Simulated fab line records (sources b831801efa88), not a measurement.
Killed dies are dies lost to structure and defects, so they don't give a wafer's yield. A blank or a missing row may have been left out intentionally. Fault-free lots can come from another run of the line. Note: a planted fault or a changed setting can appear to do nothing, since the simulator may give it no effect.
Chamber matching + flow sky130 + pecvd-01 running SKY_CAP2M_CVD_00: 3 sister chambers
The step deposits SiO2, target thk 15.5 nm. 3 wafers are shown with their chamber, then 8 later ones without.

## WAFERS, EACH WITH ITS CHAMBER
| wafer  | chamber | heaterPowerW (W) |
|--------|---------|------------------|
| L090.5 | 2       | 735              |
| L090.6 | 1       | 755              |
| L092.1 | 0       | 675              |

## WAFERS WITH NO CHAMBER GIVEN
| wafer  | heaterPowerW (W) |
|--------|------------------|
| L092.4 | 700              |
| L092.6 | 744              |
| L094.1 | 712              |
| L094.3 | 662              |
| L094.5 | 760              |
| L097.2 | 670              |
| L097.5 | 785              |
| L097.6 | 623              |

## WHICH CHAMBER EACH WENT THROUGH
| wafer  | from the rows above          | in truth                   |
|--------|------------------------------|----------------------------|
| L092.4 | can't be placed: 0 or 2 or 1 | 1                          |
| L092.6 | can't be placed: 2 or 1      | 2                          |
| L094.1 | can't be placed: 2 or 0 or 1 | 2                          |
| L094.3 | 0                            | 0                          |
| L094.5 | can't be placed: 1 or 2      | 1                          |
| L097.2 | 0                            | 0                          |
| L097.5 | can't be placed: 1 or 2      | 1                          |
| L097.6 | 0                            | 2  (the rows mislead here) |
Placed correctly: 2 of 8. Unplaceable from these rows: 5, with the true chamber sitting among the candidates in 5. Placed wrongly: 1.
How it was worked out, from the rows above alone: a wafer's distance from a chamber is the root of the sum, over the readings, of the square of ((its reading less the chamber's mean) divided by the reading's scatter). If the next closest chamber is less than 2 further off than the closest, the wafer can't be placed; otherwise it belongs to the closest. The mean given for a chamber averages the wafers shown for that chamber. The scatter (one wafer shown for each chamber): square how far every hidden wafer sits from the nearest shown wafer, average those squares and take the square root.
